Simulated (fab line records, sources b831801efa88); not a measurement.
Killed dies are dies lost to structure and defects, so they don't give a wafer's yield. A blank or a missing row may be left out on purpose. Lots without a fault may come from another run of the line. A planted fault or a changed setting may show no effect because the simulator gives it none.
Which tool did it? | flow sky130 | 7 lots, 21 wafers sampled, at 2 steps of a route of 708

WHAT THE GAUGES READ, wafer by wafer
SKY_LDD_HVP_TW_MEAS_10.
lot  | measured     | on            | LDD_HVP_TW
L864 | day 22 19:52 | film_metro-04 | 462 462 461
L868 | day 24 16:43 | film_metro-01 | 398 399 398
L874 | day 26 20:13 | film_metro-03 | 453 457 451
L876 | day 27 14:58 | film_metro-01 | 459 462 458
L879 | day 28 07:09 | film_metro-04 | 464 462 462
L881 | day 29 02:20 | film_metro-01 | 461 461 460
L883 | day 29 18:09 | film_metro-01 | 459 457 458

WHICH TOOL RAN EACH LOT (tool, then ch and the chambers of the sampled wafers, then the start)
lot  | SKY_LDD_HVP_IMPLANT_08
L864 | implanter-02 ch 0, day 22 19:38
L868 | implanter-02 ch 0, day 24 16:29
L874 | implanter-03 ch 0, day 26 19:59
L876 | implanter-02 ch 0, day 27 14:44
L879 | implanter-02 ch 0, day 28 06:54
L881 | implanter-02 ch 0, day 29 02:05
L883 | implanter-03 ch 0, day 29 17:55
- SKY_LDD_HVP_IMPLANT_08

THE ANSWER, worked out from the rows above alone
Rule: what is usual is taken from the lots themselves. Put in order of their means at a reading, lots are off if they are a third of the lots or fewer, leave a main group of 4 or more, and stand apart from it by a gap of 3 or more times the standard deviation of the main group's means; of several such gaps the widest counts. A main group whose means are all the same, to the digits that the tables above print for the reading, isn't used. A lot without any number at a reading at which 4 lots or more have one is off too. The other lots that the step has rows for count as sound.
Off: L868, at SKY_LDD_HVP_TW_MEAS_10 (LDD_HVP_TW). The main group: mean 459, standard deviation 3.
A tool fits if, at a process step before that reading, it ran every lot that is off, and no sound lot after the first of them. The gauges at SKY_LDD_HVP_TW_MEAS_10 are tried like those tools. None of those tried fits.

WHAT THE SIMULATOR HAD PUT IN
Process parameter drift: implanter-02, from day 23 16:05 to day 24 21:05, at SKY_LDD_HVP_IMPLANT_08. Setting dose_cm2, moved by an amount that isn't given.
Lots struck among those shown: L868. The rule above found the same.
